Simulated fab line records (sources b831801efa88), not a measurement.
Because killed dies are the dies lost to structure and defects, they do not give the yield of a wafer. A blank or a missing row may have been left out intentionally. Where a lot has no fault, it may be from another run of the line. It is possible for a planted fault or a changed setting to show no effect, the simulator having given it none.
fab line records | flow sfq-line
[record] lots = 6 | wafers = 18 | last-day = 91
route steps=325 shown L0V@17 M0@28 I0@43 M1@58 M8@325
lots that met no fault: taken from a fault-free run of the same line
start-h: hours from the record's opening day to when the first of the lot's shown wafers began | wait-h: how many hours have passed since the lot's step before this one | " repeats the value in the row above | L1.1+2: several wafers, shown together as one row | - either no value or no given start | * or withheld: withheld | < > ~ a bound
route shown NAME@n: a module of which the file shows steps, and the number in the route of the first | usual: mean/standard deviation taken from wafers without a fault | same: alike in all rows | chamber/n: place in a boat | sites: readings site by site | _std_site: standard deviation of those values | _edge_site: the outer-site mean with the inner-site mean subtracted | radius-mm: for every site, how far away it sits from the centre of the wafer | mask NAME#n: copy n | behind: the last tool/chamber to shape the wafer | hold: the reason the lot was held/the length of the hold in hours/how it ended | device: the n, p or np transistor that did not switch | end of line: at the end of the route, the tests of the same wafers | a step given without rows: its recipe and nothing more | killed: the dies lost at the first sort to structure and to defects; this is not the yield of the wafer | map: dies across one wafer; x = killed, . = not, _ = none there
set.NAME: the setting the step ran with; set.NAME@STEP: the setting that earlier step ran with | model.NAME: the simulator's own value behind a step, which no gauge read
certain route steps with their lots: each step a table, each wafer a row
services: when a tool's chamber went out of use (start-h, in hours from the record's first day, below 0 if earlier), for how many hours, and the reason
[[steps]]
[step SFQ_TRILAYER_L0_VIA_LITHO_COAT_018]
[recipe] resist = BARC | spin-rpm = 3000 | resist-thk-nm = 62
[step SFQ_TRILAYER_L0_VIA_LITHO_COAT_013]
[recipe] resist = KrF | spin-rpm = 3000 | resist-thk-nm = 650
[step SFQ_TRILAYER_L0_VIA_LITHO_SOFTBAKE_017]
[recipe] temp-c = withheld | time-s = withheld | resist = KrF
[step SFQ_TRILAYER_L0_VIA_LITHO_EXPOSE_014]
[recipe] mask-id = L0V | na = 0.6 | source-shape = conventional | sigma-outer = 0.65 | target-cd-nm = 700 | dose-mj = 21.3
[step SFQ_TRILAYER_L0_VIA_LITHO_PEB_016]
[recipe] peb-temp-c = 115 | peb-time-s = 60 | resist = KrF
[step SFQ_TRILAYER_L0_VIA_LITHO_DEVELOP_015]
[recipe] time-s = 60 | resist = KrF
[step SFQ_L0V_OVL_MEAS_903]
[usual] L0V_OVL = -4/6.6
lot.wafer | tool       | chamber | start-h | wait-h | L0V_OVL[nm]
L670.1    | overlay-01 | -       | 153.59  | 0.1    | 2
L670.2    | "          | -       | "       | "      | -1
L670.5    | "          | -       | "       | "      | 2
L676.1    | overlay-01 | -       | 170.69  | 0.1    | -3
L676.3    | "          | -       | "       | "      | -5
L676.6    | "          | -       | "       | "      | -6
L678.1    | overlay-02 | -       | 212.59  | 0.1    | -11
L678.2    | "          | -       | "       | "      | -10
L678.5    | "          | -       | "       | "      | 2
L679.1    | overlay-02 | -       | 222.19  | 0.1    | -1
L679.4    | "          | -       | "       | "      | -11
L679.5    | "          | -       | "       | "      | -11
L688.1    | overlay-02 | -       | 295.49  | 0.1    | -5
L688.3    | "          | -       | "       | "      | -2
L688.6    | "          | -       | "       | "      | -2
L692.4    | overlay-02 | -       | 321.82  | 0.1    | 0
L692.5    | "          | -       | "       | "      | -6
L692.6    | "          | -       | "       | "      | -4
[step SFQ_TRILAYER_L0_VIA_BARC_OPEN_VIA_ETCH_021]
[recipe] mask-material = PR | chemistry = O2 | target-depth-nm = 125 | target = BARC | source-w = 500 | bias-w = 80 | pressure-mtorr = 30 | time-s = 41.7
[usual] drypump-motor-current-A = 5.6/0.44 | oes-product-au = 0.685/0.005
lot.wafer | tool        | chamber | start-h | wait-h | drypump-motor-current-A | oes-product-au | rf-hours-counter-h
L670.1    | rie-diel-01 | 0       | 153.62  | 0.0    | 5.4                     | 0.686          | 4
L670.2    | "           | 1       | "       | "      | 5.8                     | 0.687          | 5
L670.5    | "           | 1       | "       | "      | 5.8                     | 0.677          | -
L676.1    | rie-diel-02 | 1       | 170.73  | 0.0    | 6.1                     | 0.688          | 67
L676.3    | "           | 3       | "       | "      | 5.4                     | 0.681          | 50
L676.6    | "           | 0       | "       | "      | 5.1                     | 0.679          | -
L678.1    | rie-diel-04 | 2       | 212.63  | 0.0    | 5.0                     | 0.679          | 39
L678.2    | "           | 1       | "       | "      | 6.0                     | 0.680          | 117
L678.5    | "           | 2       | "       | "      | 5.0                     | 0.687          | -
L679.1    | rie-diel-02 | 2       | 222.23  | 0.0    | 6.1                     | 0.688          | 87
L679.4    | "           | 1       | "       | "      | 6.0                     | 0.677          | 68
L679.5    | "           | 1       | "       | "      | 6.0                     | 0.681          | -
L688.1    | rie-diel-01 | 1       | 295.52  | 0.0    | 5.8                     | 0.678          | 7
L688.3    | "           | 3       | "       | "      | 5.8                     | 0.677          | 6
L688.6    | "           | 3       | "       | "      | 5.9                     | 0.691          | -
L692.4    | rie-diel-04 | 3       | 321.84  | 0.0    | 5.7                     | 0.683          | 91
L692.5    | "           | 0       | "       | "      | 5.0                     | 0.686          | -
L692.6    | "           | 1       | "       | "      | 6.0                     | 0.688          | -
[step SFQ_TRILAYER_L0_VIA_ETCH_VIA_ETCH_016]
[recipe] target = SiO2 | stop-on = MoNx_KI | mask-material = PR | chemistry = CHF3 | target-depth-nm = 80 | source-w = 500 | bias-w = 78.19 | pressure-mtorr = 30 | time-s = withheld
[usual] drypump-motor-current-A = 5.6/0.44 | oes-product-au = 0.843/0.0074
lot.wafer | tool        | chamber | start-h | wait-h | drypump-motor-current-A | oes-product-au
L670.1    | rie-diel-01 | 0       | 153.66  | 0.0    | 5.4                     | 0.843
L670.2    | "           | 1       | "       | "      | 5.8                     | 0.839
L670.5    | "           | 1       | "       | "      | 5.8                     | 0.842
L676.1    | rie-diel-02 | 1       | 170.77  | 0.0    | 6.0                     | 0.837
L676.3    | "           | 3       | "       | "      | 5.4                     | 0.844
L676.6    | "           | 0       | "       | "      | 5.1                     | 0.850
L678.1    | rie-diel-04 | 2       | 212.67  | 0.0    | 5.0                     | 0.835
L678.2    | "           | 1       | "       | "      | 6.0                     | 0.837
L678.5    | "           | 2       | "       | "      | 5.0                     | 0.848
L679.1    | rie-diel-02 | 2       | 222.27  | 0.0    | 6.1                     | 0.846
L679.4    | "           | 1       | "       | "      | 6.0                     | 0.849
L679.5    | "           | 1       | "       | "      | 6.0                     | 0.845
L688.1    | rie-diel-01 | 1       | 295.56  | 0.0    | 5.8                     | 0.843
L688.3    | "           | 3       | "       | "      | 5.9                     | 0.852
L688.6    | "           | 3       | "       | "      | 5.9                     | 0.852
L692.4    | rie-diel-04 | 3       | 321.88  | 0.0    | 5.7                     | 0.840
L692.5    | "           | 0       | "       | "      | 5.0                     | 0.844
L692.6    | "           | 1       | "       | "      | 5.9                     | 0.842
[step SFQ_TRILAYER_L0_VIA_STRIP_STRIP_017]
[recipe] gas = O2 | power-w = 200 | platen-temp-c = 40 | overash-fraction = 0.65 | chemistry = O2 | pressure-mtorr = 50
[step SFQ_TRILAYER_L0_VIA_STRIP_SOLV_CLEAN_018]
[recipe] chemistry = NMP | temp-c = 70 | time-s = 600
[step SFQ_TRILAYER_M0_DEP_PRE_CLEAN_020]
[recipe] gas = Ar | time-s = 15 | bias-v = 250
[step SFQ_TRILAYER_M0_DEP_SPUTTER_019]
[recipe] material = Nb | base-pressure-pa = 1.33e-06 | chamber-pressure-pa = 0.1333 | substrate-temp-c = 20 | resputter-cathode-voltage-v = 400 | target-thk-nm = 200 | power-w = 2000 | time-s = 133.3
[usual] throttle-valve-pct = 29.9/1
lot.wafer | tool           | chamber | start-h | wait-h | throttle-valve-pct | model.Nb_of_TRILAYER_M0_DEP_SPUTTER_019.thk-nm
L670.1    | pvd-sputter-03 | -       | 154.51  | 0.0    | 30.7               | 204.8
L670.2    | "              | -       | "       | "      | 30.5               | 202.5
L670.5    | "              | -       | "       | "      | 31.6               | 204.5
L676.1    | pvd-sputter-06 | -       | 171.61  | 0.0    | 30.3               | 202.8
L676.3    | "              | -       | "       | "      | 28.7               | 201.7
L676.6    | "              | -       | "       | "      | 28.8               | 201
L678.1    | pvd-sputter-06 | -       | 213.51  | 0.0    | 30.2               | 216.6
L678.2    | "              | -       | "       | "      | 29.4               | 196.4
L678.5    | "              | -       | "       | "      | 30.4               | 195.7
L679.1    | pvd-sputter-06 | -       | 223.11  | 0.0    | 30.1               | 221.3
L679.4    | "              | -       | "       | "      | 28.8               | 201.6
L679.5    | "              | -       | "       | "      | 29.4               | 201.7
L688.1    | pvd-sputter-06 | -       | 296.41  | 0.0    | 30.1               | 200
L688.3    | "              | -       | "       | "      | 30.3               | 199.8
L688.6    | "              | -       | "       | "      | 28.6               | 199.7
L692.4    | pvd-sputter-06 | -       | 322.74  | 0.0    | 30.4               | 199.6
L692.5    | "              | -       | "       | "      | 30.2               | 199.9
L692.6    | "              | -       | "       | "      | 29.3               | 198.2
[step SFQ_M0_RS_MEAS_904]
[recipe] thk-meas-gauge = four-point-probe | reads = Nb_of_TRILAYER_M0_DEP_SPUTTER_019
[usual] M0_NB_RS = 0.888/0.0098
lot.wafer | tool          | chamber | start-h | wait-h | M0_NB_RS[ohm/sq]
L670.1    | film-metro-03 | -       | 154.60  | 0.0    | 0.867
L670.2    | "             | -       | "       | "      | 0.877
L670.5    | "             | -       | "       | "      | 0.868
L676.1    | film-metro-02 | -       | 171.70  | 0.0    | 0.877
L676.3    | "             | -       | "       | "      | 0.882
L676.6    | "             | -       | "       | "      | 0.887
L678.1    | film-metro-03 | -       | 213.60  | 0.0    | 0.821
L678.2    | "             | -       | "       | "      | 0.906
L678.5    | "             | -       | "       | "      | 0.907
L679.1    | film-metro-03 | -       | 223.20  | 0.0    | 0.801
L679.4    | "             | -       | "       | "      | 0.882
L679.5    | "             | -       | "       | "      | 0.881
L688.1    | film-metro-02 | -       | 296.50  | 0.0    | 0.892
L688.3    | "             | -       | "       | "      | 0.890
L688.6    | "             | -       | "       | "      | 0.891
L692.4    | film-metro-03 | -       | 322.89  | 0.1    | 0.891
L692.5    | "             | -       | "       | "      | 0.888
L692.6    | "             | -       | "       | "      | 0.899
[step SFQ_TRILAYER_M0_LITHO_COAT_026]
[recipe] resist = BARC | spin-rpm = 3000 | resist-thk-nm = 62
[step SFQ_TRILAYER_M0_LITHO_COAT_021]
[recipe] resist = KrF | spin-rpm = 3000 | resist-thk-nm = 600
[step SFQ_TRILAYER_M0_LITHO_SOFTBAKE_025]
[recipe] temp-c = withheld | time-s = withheld | resist = KrF
[step SFQ_TRILAYER_M0_LITHO_EXPOSE_022]
[recipe] mask-id = M0 | na = 0.6 | source-shape = conventional | sigma-outer = 0.65 | target-cd-nm = 500 | dose-mj = 14.4
[step SFQ_TRILAYER_M0_LITHO_PEB_024]
[recipe] peb-temp-c = 115 | peb-time-s = 60 | resist = KrF
[step SFQ_TRILAYER_M0_LITHO_DEVELOP_023]
[recipe] time-s = 60 | resist = KrF
[step SFQ_M0_OVL_MEAS_906]
[usual] M0_OVL = 1/5.4
lot.wafer | tool       | chamber | start-h | wait-h | M0_OVL[nm]
L670.1    | overlay-02 | -       | 258.19  | 0.1    | 4
L670.2    | "          | -       | "       | "      | 0
L670.5    | "          | -       | "       | "      | 5
L676.1    | overlay-02 | -       | 273.66  | 0.1    | 1
L676.3    | "          | -       | "       | "      | 1
L676.6    | "          | -       | "       | "      | 3
L678.1    | overlay-02 | -       | 320.60  | 0.1    | 8
L678.2    | "          | -       | "       | "      | 8
L678.5    | "          | -       | "       | "      | 6
L679.1    | overlay-02 | -       | 332.60  | 0.1    | -1
L679.4    | "          | -       | "       | "      | 5
L679.5    | "          | -       | "       | "      | 1
L688.1    | overlay-02 | -       | 420.10  | 0.1    | -7
L688.3    | "          | -       | "       | "      | 0
L688.6    | "          | -       | "       | "      | 4
L692.4    | overlay-02 | -       | 448.55  | 0.1    | -2
L692.5    | "          | -       | "       | "      | -6
L692.6    | "          | -       | "       | "      | -2
[step SFQ_TRILAYER_M0_BARC_OPEN_METAL_ETCH_031]
[recipe] mask-material = PR | chemistry = O2 | target-depth-nm = 125 | target = BARC | icp-w = 600 | bias-w = 80 | pressure-mtorr = 10 | time-s = 41.7
[step SFQ_TRILAYER_M0_ETCH_METAL_ETCH_024]
[recipe] target = Nb | stop-on = SiO2 | mask-material = PR | chemistry = Cl2/Ar | target-depth-nm = 240 | icp-w = 600 | bias-w = 80 | pressure-mtorr = 10 | time-s = 120
[usual] drypump-motor-current-A = 5.9/0.41 | oes-product-au = 0.896/0.0067
lot.wafer | tool         | chamber | start-h | wait-h | drypump-motor-current-A | oes-product-au | rf-hours-counter-h
L670.1    | rie-metal-04 | 0       | 258.35  | 0.1    | 5.0                     | 0.907          | 86
L670.2    | "            | 0       | "       | "      | 5.1                     | 0.902          | -
L670.5    | "            | 0       | "       | "      | 5.1                     | 0.906          | -
L676.1    | rie-metal-01 | 0       | 273.76  | 0.0    | 6.4                     | 0.904          | 158
L676.3    | "            | 0       | "       | "      | 6.4                     | 0.900          | -
L676.6    | "            | 1       | "       | "      | 5.9                     | 0.894          | -
L678.1    | rie-metal-04 | 1       | 320.70  | 0.0    | 5.9                     | 0.941          | 5
L678.2    | "            | 0       | "       | "      | 5.1                     | 0.885          | 95
L678.5    | "            | 1       | "       | "      | 5.8                     | 0.893          | -
L679.1    | rie-metal-01 | 0       | 332.70  | 0.0    | 6.5                     | 0.945          | 166
L679.4    | "            | 1       | "       | "      | 5.9                     | 0.901          | -
L679.5    | "            | 0       | "       | "      | 6.5                     | 0.903          | -
L688.1    | rie-metal-04 | 1       | 420.20  | 0.0    | 5.9                     | 0.895          | 21
L688.3    | "            | 1       | "       | "      | 5.9                     | 0.902          | -
L688.6    | "            | 1       | "       | "      | 5.8                     | 0.903          | -
L692.4    | rie-metal-01 | 1       | 448.81  | 0.2    | 5.9                     | 0.898          | -
L692.5    | "            | 1       | "       | "      | 5.9                     | 0.896          | -
L692.6    | "            | 1       | "       | "      | 5.9                     | 0.893          | -
[step SFQ_TRILAYER_M0_STRIP_STRIP_025]
[recipe] gas = O2 | power-w = 200 | platen-temp-c = 40 | overash-fraction = 0.6742 | chemistry = O2 | pressure-mtorr = 50
[step SFQ_TRILAYER_M0_STRIP_SOLV_CLEAN_026]
[recipe] chemistry = NMP | temp-c = 70 | time-s = 600
[step SFQ_TRILAYER_I0_DEP_PECVD_027]
[recipe] material = SiO2 | temp-c = 150 | time-s = 111.11 | pressure-torr = 2.4 | rf-w = 183.3 | precursor = SiH4/N2O | target-thk-nm = 500
[step SFQ_TRILAYER_I0_CMP_CMP_028]
[recipe] material = SiO2 | down-force-psi = 3 | platen-rpm = 60 | pad-velocity-m-s = 0.94248
[usual] motor-current-A = 10.0/1.3 | retaining-ring-pressure-frac = 1.000/0.0052 | slurry-flow-ml-min = 150.0/0.47 | time-to-endpoint-s = 214/6.1
lot.wafer | tool   | chamber | start-h | wait-h | motor-current-A | retaining-ring-pressure-frac | slurry-flow-ml-min | time-to-endpoint-s
L670.2    | cmp-01 | 1       | 266.44  | 6.4    | 9.2             | 0.999                        | 149.9              | 213
L670.1    | "      | 2       | "       | "      | 11.9            | 1.010                        | 150.5              | 208
L670.5    | "      | 2       | 268.94  | 8.9    | 12.4            | 1.003                        | 149.2              | 217
L676.1    | cmp-01 | 2       | 278.94  | 4.2    | 12.0            | 0.996                        | 149.1              | 206
L676.3    | "      | 3       | "       | "      | 8.4             | 0.999                        | 150.5              | 206
L676.6    | "      | 2       | 280.94  | 6.2    | 11.4            | 0.989                        | 149.1              | 205
L678.2    | cmp-02 | 2       | 322.18  | 0.5    | 11.9            | 0.998                        | 150.0              | 216
L678.1    | "      | 0       | 323.18  | 1.5    | 11.0            | 1.006                        | 151.1              | 215
L678.5    | "      | 1       | "       | "      | 9.6             | 0.988                        | 150.2              | 219
L679.1    | cmp-01 | 2       | 334.18  | 0.5    | 12.3            | 0.991                        | 149.5              | 214
L679.4    | "      | 3       | "       | "      | 8.7             | 1.001                        | 150.4              | 216
L679.5    | "      | 1       | 335.68  | 2.0    | 9.4             | 0.993                        | 149.8              | 222
L688.3    | cmp-02 | 3       | 423.70  | 2.6    | 8.4             | 1.005                        | 150.5              | 220
L688.1    | "      | 2       | 425.20  | 4.1    | 11.5            | 1.003                        | 149.7              | 219
L688.6    | "      | 3       | "       | "      | 8.4             | 1.004                        | 149.8              | 220
L692.4    | cmp-02 | 0       | 450.89  | 0.5    | 10.8            | 0.993                        | 149.7              | 218
L692.6    | "      | 3       | 452.39  | 2.0    | 8.5             | 1.004                        | 150.2              | 217
L692.5    | "      | 0       | "       | "      | 10.4            | 0.990                        | 150.7              | 220
[step SFQ_I0_BOW_MEAS_907]
[recipe] mode = bow
[usual] I0_BOW = 0/7.2
lot.wafer | tool          | chamber | start-h | wait-h | I0_BOW[um]
L670.1    | film-metro-01 | -       | 269.44  | 2.0    | -4
L670.2    | "             | -       | "       | "      | 9
L670.5    | "             | -       | "       | "      | 9
L676.1    | film-metro-02 | -       | 281.44  | 2.0    | 14
L676.3    | "             | -       | "       | "      | 8
L676.6    | "             | -       | "       | "      | -3
L678.1    | film-metro-02 | -       | 324.68  | 1.0    | -4
L678.2    | "             | -       | "       | "      | -3
L678.5    | "             | -       | "       | "      | -4
L679.1    | film-metro-03 | -       | 336.68  | 2.0    | -5
L679.4    | "             | -       | "       | "      | 9
L679.5    | "             | -       | "       | "      | 1
L688.1    | film-metro-02 | -       | 426.70  | 1.0    | 10
L688.3    | "             | -       | "       | "      | 2
L688.6    | "             | -       | "       | "      | -8
L692.4    | film-metro-02 | -       | 453.45  | 2.1    | -6
L692.5    | "             | -       | "       | "      | 2
L692.6    | "             | -       | "       | "      | -12
[step SFQ_TRILAYER_I0_METRO_MEASURE_029]
[step SFQ_TRILAYER_I0_VIA_LITHO_COAT_036]
[recipe] resist = BARC | spin-rpm = 3000 | resist-thk-nm = 62
[step SFQ_TRILAYER_I0_VIA_LITHO_COAT_031]
[recipe] resist = KrF | spin-rpm = 3000 | resist-thk-nm = 650
[step SFQ_TRILAYER_I0_VIA_LITHO_SOFTBAKE_035]
[recipe] temp-c = withheld | time-s = withheld | resist = KrF
[step SFQ_TRILAYER_I0_VIA_LITHO_EXPOSE_032]
[recipe] mask-id = I0 | na = 0.6 | source-shape = conventional | sigma-outer = 0.65 | target-cd-nm = 500 | dose-mj = 21.3
[step SFQ_TRILAYER_I0_VIA_LITHO_PEB_034]
[recipe] peb-temp-c = 115 | peb-time-s = 60 | resist = KrF
[step SFQ_TRILAYER_I0_VIA_LITHO_DEVELOP_033]
[recipe] time-s = 60 | resist = KrF
[step SFQ_I0_OVL_MEAS_908]
[usual] I0_OVL = 2/5.7
lot.wafer | tool       | chamber | start-h | wait-h | I0_OVL[nm]
L670.1    | overlay-01 | -       | 388.90  | 0.1    | 0
L670.2    | "          | -       | "       | "      | -2
L670.5    | "          | -       | "       | "      | 6
L676.1    | overlay-01 | -       | 405.70  | 0.1    | 11
L676.3    | "          | -       | "       | "      | 8
L676.6    | "          | -       | "       | "      | 10
L678.1    | overlay-02 | -       | 450.93  | 0.1    | 3
L678.2    | "          | -       | "       | "      | 3
L678.5    | "          | -       | "       | "      | 8
L679.1    | overlay-01 | -       | 455.86  | 0.1    | 10
L679.4    | "          | -       | "       | "      | 6
L679.5    | "          | -       | "       | "      | 11
L688.1    | overlay-02 | -       | 594.71  | 0.1    | 15
L688.3    | "          | -       | "       | "      | 2
L688.6    | "          | -       | "       | "      | 6
L692.4    | overlay-01 | -       | 621.82  | 0.1    | -9
L692.5    | "          | -       | "       | "      | -2
L692.6    | "          | -       | "       | "      | -11
[step SFQ_TRILAYER_I0_VIA_BARC_OPEN_VIA_ETCH_046]
[recipe] mask-material = PR | chemistry = O2 | target-depth-nm = 125 | target = BARC | source-w = 500 | bias-w = 80 | pressure-mtorr = 30 | time-s = 41.7
[step SFQ_TRILAYER_I0_VIA_ETCH_VIA_ETCH_034]
[recipe] target = SiO2 | stop-on = Nb | mask-material = PR | taper-deg = 20 | chemistry = CHF3 | target-depth-nm = 260 | source-w = 500 | bias-w = 80 | pressure-mtorr = 30 | time-s = withheld
[usual] drypump-motor-current-A = 5.7/0.37 | oes-product-au = 0.855/0.0046
lot.wafer | tool        | chamber | start-h | wait-h | drypump-motor-current-A | oes-product-au
L670.1    | rie-diel-02 | 2       | 388.98  | 0.0    | 6.1                     | 0.857
L670.2    | "           | 3       | "       | "      | 5.4                     | 0.856
L670.5    | "           | 2       | "       | "      | 6.1                     | 0.849
L676.1    | rie-diel-01 | 2       | 405.78  | 0.0    | 6.2                     | 0.853
L676.3    | "           | 1       | "       | "      | 5.8                     | 0.860
L676.6    | "           | 3       | "       | "      | 5.8                     | 0.853
L678.1    | rie-diel-03 | 1       | 451.01  | 0.0    | 5.8                     | 0.858
L678.2    | "           | 3       | "       | "      | 6.0                     | 0.859
L678.5    | "           | 3       | "       | "      | 6.0                     | 0.862
L679.1    | rie-diel-02 | 1       | 455.94  | 0.0    | 6.0                     | 0.859
L679.4    | "           | 2       | "       | "      | 6.1                     | 0.857
L679.5    | "           | 1       | "       | "      | 6.0                     | 0.855
L688.1    | rie-diel-01 | 3       | 594.79  | 0.0    | 5.8                     | 0.858
L688.3    | "           | 0       | "       | "      | 5.4                     | 0.857
L688.6    | "           | 2       | "       | "      | 6.3                     | 0.854
L692.4    | rie-diel-03 | 2       | 621.88  | 0.0    | 5.7                     | 0.855
L692.5    | "           | 1       | "       | "      | 5.8                     | 0.854
L692.6    | "           | 0       | "       | "      | 5.1                     | 0.856
[step SFQ_TRILAYER_I0_VIA_STRIP_STRIP_035]
[recipe] gas = O2 | power-w = 200 | platen-temp-c = 40 | overash-fraction = 0.65 | chemistry = O2 | pressure-mtorr = 50
[usual] drypump-motor-current-A = 5.8/0.43 | oes-product-au = 1.000/0.0081
lot.wafer | tool         | chamber | start-h | wait-h | drypump-motor-current-A | oes-product-au | rf-hours-counter-h
L670.1    | rie-metal-01 | 1       | 389.09  | -      | 5.9                     | 1.015          | 91
L670.2    | "            | 1       | "       | "      | 5.9                     | 1.011          | -
L670.5    | "            | 1       | "       | "      | 5.9                     | 1.011          | -
L676.1    | rie-metal-01 | 1       | 405.89  | -      | 5.9                     | 1.003          | 94
L676.3    | "            | 0       | "       | "      | 6.5                     | 1.009          | -
L676.6    | "            | 1       | "       | "      | 5.9                     | 1.015          | -
L678.1    | rie-metal-02 | 1       | 451.12  | -      | 5.4                     | 0.999          | 2
L678.2    | "            | 1       | "       | "      | 5.4                     | 1.001          | -
L678.5    | "            | 1       | "       | "      | 5.4                     | 1.002          | -
L679.1    | rie-metal-01 | 1       | 456.05  | -      | 5.9                     | 1.003          | 102
L679.4    | "            | 1       | "       | "      | 5.9                     | 1.008          | -
L679.5    | "            | 1       | "       | "      | 5.8                     | 1.010          | -
L688.1    | rie-metal-01 | 1       | 594.90  | -      | 5.9                     | 1.003          | 120
L688.3    | "            | 1       | "       | "      | 5.9                     | 1.008          | -
L688.6    | "            | 1       | "       | "      | 5.9                     | 1.002          | -
L692.4    | rie-metal-04 | 1       | 622.19  | -      | 5.8                     | 0.996          | -
L692.5    | "            | 0       | "       | "      | 5.1                     | 1.007          | -
L692.6    | "            | 1       | "       | "      | 5.8                     | 0.998          | -
[step SFQ_TRILAYER_I0_VIA_STRIP_SOLV_CLEAN_036]
[recipe] chemistry = NMP | temp-c = 70 | time-s = 600
[step SFQ_TRILAYER_M1_DEP_PRE_CLEAN_038]
[recipe] gas = Ar | time-s = 22.5 | bias-v = 250
[step SFQ_M8_BOW_MEAS_951]
[recipe] mode = bow
[usual] M8_BOW = 9/10
lot.wafer | tool          | chamber | start-h | wait-h | M8_BOW[um] | model.etest.m0.ohm-um | model.etest.i0.link-ohm | model.etest.m0.ohm-sq
L670.1    | film-metro-02 | -       | 2008.62 | 0.0    | 7          | 1.731                 | 1.93                    | 0.8696
L670.2    | "             | -       | "       | "      | 19         | 1.75                  | 1.945                   | 0.8794
L670.5    | "             | -       | "       | "      | 19         | 1.728                 | 1.927                   | 0.8707
L676.1    | film-metro-02 | -       | 2077.16 | 0.0    | 26         | 1.753                 | 1.937                   | 0.8778
L676.3    | "             | -       | "       | "      | 20         | 1.773                 | 1.95                    | 0.8828
L676.6    | "             | -       | "       | "      | 8          | 1.774                 | 1.953                   | 0.8859
L678.1    | film-metro-03 | -       | 2080.74 | 0.0    | 1          | 1.65                  | 1.895                   | 0.8221
L678.2    | "             | -       | "       | "      | 4          | 1.813                 | 1.971                   | 0.9066
L678.5    | "             | -       | "       | "      | 1          | 1.823                 | 1.981                   | 0.9098
L679.1    | film-metro-03 | -       | 2092.96 | 0.0    | -5         | 1.608                 | 1.877                   | 0.8046
L679.4    | "             | -       | "       | "      | 8          | 1.762                 | 1.958                   | 0.8833
L679.5    | "             | -       | "       | "      | 0          | 1.759                 | 1.95                    | 0.8828
L688.1    | film-metro-03 | -       | 2155.24 | 0.0    | 6          | 1.779                 | 1.974                   | 0.8901
L688.3    | "             | -       | "       | "      | -2         | 1.78                  | 1.966                   | 0.8911
L688.6    | "             | -       | "       | "      | -12        | 1.784                 | 1.976                   | 0.8916
L692.4    | film-metro-02 | -       | 2175.68 | 0.1    | 11         | 1.779                 | 1.988                   | 0.892
L692.5    | "             | -       | "       | "      | 20         | 1.771                 | 1.986                   | 0.8906
L692.6    | "             | -       | "       | "      | 6          | 1.796                 | 1.994                   | 0.8985
[[services]]
tool           | chamber | start-h | hours | kind
rie-diel-01    | -       | 135.33  | 2.6   | repair
rie-diel-01    | 1       | 165.33  | 1.3   | repair
pvd-sputter-06 | -       | 167.73  | 2.3   | repair
rie-diel-02    | -       | 200.08  | 0.3   | repair
rie-diel-01    | 1       | 217.17  | 9.7   | repair
rie-diel-01    | -       | 243.26  | 0.8   | repair
rie-diel-01    | 2       | 247.19  | 17.8  | repair
rie-diel-02    | 0       | 259.67  | 21.3  | repair
rie-diel-02    | 0       | 283.28  | 2.5   | repair
rie-metal-01   | -       | 287.48  | 1.2   | repair
rie-diel-02    | 1       | 308.39  | 3.0   | repair
rie-diel-02    | 2       | 343.00  | 3.0   | repair
rie-metal-01   | -       | 344.68  | 1.2   | repair
rie-metal-01   | -       | 364.77  | 14.6  | pm
pvd-sputter-06 | -       | 368.15  | 2.5   | repair
rie-diel-01    | 1       | 408.68  | 6.1   | repair
rie-metal-01   | 0       | 436.33  | 35.0  | repair
rie-diel-02    | 2       | 481.19  | 4.3   | repair
rie-diel-02    | 2       | 498.46  | 1.2   | repair
rie-diel-01    | 0       | 499.88  | 5.6   | repair
rie-diel-02    | 3       | 509.11  | 5.7   | repair
rie-diel-01    | -       | 526.95  | 2.8   | pm
rie-diel-02    | -       | 535.73  | 0.5   | repair
rie-diel-02    | 3       | 598.52  | 12.4  | repair
[[key]]
[first-sign] step = SFQ_M0_RS_MEAS_904 | reading = M0_NB_RS | direction = down | sigmas = 7.9 | usual = 0.888 | struck = 0.811
[effect] step = SFQ_TRILAYER_M0_ETCH_METAL_ETCH_024 | reading = oes-product-au | direction = up | sigmas = 7 | usual = 0.896 | struck = 0.943
[model-effect] step = SFQ_TRILAYER_M0_DEP_SPUTTER_019 | value = Nb_of_TRILAYER_M0_DEP_SPUTTER_019.thk-nm | without = 198.3 | struck = 218.9
[model-effect] step = SFQ_M8_BOW_MEAS_951 | value = etest.m0.ohm-um | without = 1.799 | struck = 1.629
met-at SFQ_TRILAYER_M0_DEP_SPUTTER_019
struck-wafers L678.1,L679.1
[fault] kind = process-parameter-drift | tool = pvd-sputter-06 | chamber = - | onset-h = 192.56 | steps = SFQ_TRILAYER_M0_DEP_SPUTTER_019 | channel = time-s | offset = * | shape = step | end-h = 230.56 | acts-in = * | stated = * | scope = struck-wafers-only
